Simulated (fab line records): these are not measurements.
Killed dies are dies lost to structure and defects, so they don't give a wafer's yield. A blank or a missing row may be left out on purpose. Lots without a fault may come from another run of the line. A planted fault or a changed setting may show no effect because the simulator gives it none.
Tool commonality check ; flow sky130 ; 12 lots and 39 wafers in the sample

== WHY THIS WAS OPENED ==
At SKY_NWELL_TW_MEAS_26 the reading NWELL_2_TW is flagged on 1 of 12 lots. Wafers without a fault read 493.1, standard deviation 2.8.
Rule: flag the lot when none of its wafers has a number, or when each of its wafers that has one lies beyond 4 standard deviations from that mean. The other lots count as sound.

lot;measured;on;NWELL_2_TW, wafer by wafer;flag
L458;day 5 12:46;filmMetro-03;491.4 496.7 493.0;
L460;day 6 00:09;filmMetro-03;489.4 492.8 490.7;
L462;day 6 13:30;filmMetro-02;497.4 495.1 494.5;
L464;day 7 02:16;filmMetro-03;492.3 491.7 493.3;
L465;day 7 07:38;filmMetro-04;491.6 494.3 495.4;
L466;day 7 12:07;filmMetro-04;493.2 492.6 499.0;
L468;day 8 05:35;filmMetro-03;29.7 29.9 29.9 29.8 29.8 29.8;FLAGGED
L476;day 10 02:59;filmMetro-03;490.4 492.3 492.8;
L477;day 10 13:29;filmMetro-03;490.9 490.8 490.2;
L478;day 10 16:23;filmMetro-02;492.5 488.6 489.4;
L479;day 10 22:34;filmMetro-02;492.4 492.9 493.3;
L480;day 11 02:35;filmMetro-02;492.8 495.3 495.0;
The numbers of the flagged lots are 29.8 on average: -463.3 against the usual, or -99 or more standard deviations.

== LOT BY LOT: THE TOOL USED ==
The record keeps 1 process step preceding the reading, out of 708 steps on the route. Each cell gives the tool, then ch followed by the chambers the sampled wafers passed through, then the start.
lot;flag;SKY_NWELL_EXPOSE_20
L458;;ilineStepper-02 ch 0, day 5 04:05
L460;;ilineStepper-01 ch 0, day 5 14:37
L462;;ilineStepper-02 ch 0, day 6 03:58
L464;;ilineStepper-02 ch 0, day 6 16:34
L465;;ilineStepper-02 ch 0, day 6 21:53
L466;;ilineStepper-02 ch 0, day 7 02:24
L468;FLAGGED;ilineStepper-02 ch 0, day 7 19:31
L476;;ilineStepper-02 ch 0, day 9 15:32
L477;;ilineStepper-02 ch 0, day 10 02:01
L478;;ilineStepper-01 ch 0, day 10 05:04
L479;;ilineStepper-02 ch 0, day 10 11:32
L480;;ilineStepper-02 ch 0, day 10 15:23
These steps, and what they do:
- SKY_NWELL_EXPOSE_20: exposes mask NWM COMPLEMENT, target cd 840 nm.
- SKY_NWELL_TW_MEAS_26

== FLAGGED OVER TOTAL, TOOL BY TOOL (the gauges that took the reading come last) ==
step;tool;lots run;flagged;share of the flagged lots;sound lots run after its first flagged lot
SKY_NWELL_EXPOSE_20;ilineStepper-01;2;0;none;-
SKY_NWELL_EXPOSE_20;ilineStepper-02;10;1;all;4 (L476,L477,L479,L480)
SKY_NWELL_TW_MEAS_26;filmMetro-02;4;0;none;-
SKY_NWELL_TW_MEAS_26;filmMetro-03;6;1;all;2 (L476,L477)
SKY_NWELL_TW_MEAS_26;filmMetro-04;2;0;none;-

== THE TABLE: WHAT IT ALLOWS ==
Table rows that saw every flagged lot: 2, namely ilineStepper-02 at SKY_NWELL_EXPOSE_20 and filmMetro-03 at SKY_NWELL_TW_MEAS_26.
- ilineStepper-02 at SKY_NWELL_EXPOSE_20 ran 10 lots, 1 of them flagged. Sound lots followed the first flagged one (L476, L477, L479, L480) on it, something a lasting fault affecting the whole tool could not allow.
- filmMetro-03 at SKY_NWELL_TW_MEAS_26 ran 6 lots, 1 of them flagged. Sound lots followed the first flagged one (L476, L477) on it, something a lasting fault affecting the whole tool could not allow.
Not one row of the table ran every flagged lot while running no sound lot after the first.

== WHAT THE SIMULATOR HAD INSERTED ==
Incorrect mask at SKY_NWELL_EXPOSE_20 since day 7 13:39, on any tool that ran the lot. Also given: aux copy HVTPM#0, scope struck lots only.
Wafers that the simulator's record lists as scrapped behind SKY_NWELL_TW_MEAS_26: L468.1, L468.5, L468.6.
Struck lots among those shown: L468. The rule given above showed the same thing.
